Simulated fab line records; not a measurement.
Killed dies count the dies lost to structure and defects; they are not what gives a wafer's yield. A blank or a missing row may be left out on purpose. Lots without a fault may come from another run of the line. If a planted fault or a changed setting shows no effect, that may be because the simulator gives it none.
8D (eight disciplines) problem report, filled in by code	flow sky130	the parts of the form that need people (team, actions taken, sign-off) are left out

## 1. PROBLEM STATEMENT
Mean of beam-energy-keV at SKY_LDD_N_IMPLANT_14: 47.535 across 6 wafers in 2 lots; on wafers with no fault it is 49.999 (standard deviation 0.015). So: -99 or more standard deviations from the usual mean.
Seen first at day 22 04:55 on implanter-04, wafer L518.2. The record holds 18 wafers of 6 lots with a number at this step. Rule for "out", or "out of limits": more than 4 standard deviations from the usual mean. The rest of the wafers with a number are treated as sound.

## 2. WHAT THIS IS AND IS NOT
question	is	is not
which readings at this step	beam-energy-keV	-
which lots	L518, L519	L510, L525, L529, L530
which wafers of those lots	all that have a number	-
read on which tools	implanter-04	implanter-01, implanter-02
when	from day 22 04:55	up to then (3 sound wafers); but 9 sound wafers of L525, L529, L530 came after

## 3. SUSPECTS, AND WHAT RULES EACH OUT
Counting: a tool at a process step up to the reading stays a suspect if it ran every lot that is out and no sound lot after the first of them.
- implanter-04 at SKY_LDD_N_IMPLANT_14: ruled out as a lasting fault. Following L518 (day 22 04:55), the first lot on it that is out, the sound lots L529 were run on it.
Left after counting: nothing in the record.

## 4. THE CAUSE (what the simulator had put in)
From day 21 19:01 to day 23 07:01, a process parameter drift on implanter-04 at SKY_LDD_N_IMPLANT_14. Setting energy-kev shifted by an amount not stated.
Counting ruled it out, wrongly.

## 5. SEQUENCE OF EFFECTS, ordered by route
Each row: a reading where the mean over the struck wafers with a number is more than 3 standard deviations away from the usual. Readings are gone through only where the record gives a usual standard deviation; hours: the median, over the lots, of the time from a lot's start at the first step in this table giving one to that lot's start at this step; sigmas: the change measured in usual standard deviations.
hours	step	reading	usual	on struck wafers	change	sigmas
0	SKY_LDD_N_IMPLANT_14	beam-energy-keV	49.999	47.535	-2.465	-99 or more
Process steps it contains:
- SKY_LDD_N_IMPLANT_14

## 6. HOW IT WOULD HAVE BEEN CAUGHT EARLIER
First out-of-limits reading in this record: day 22 04:55, which is 10 hours after fault onset at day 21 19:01.
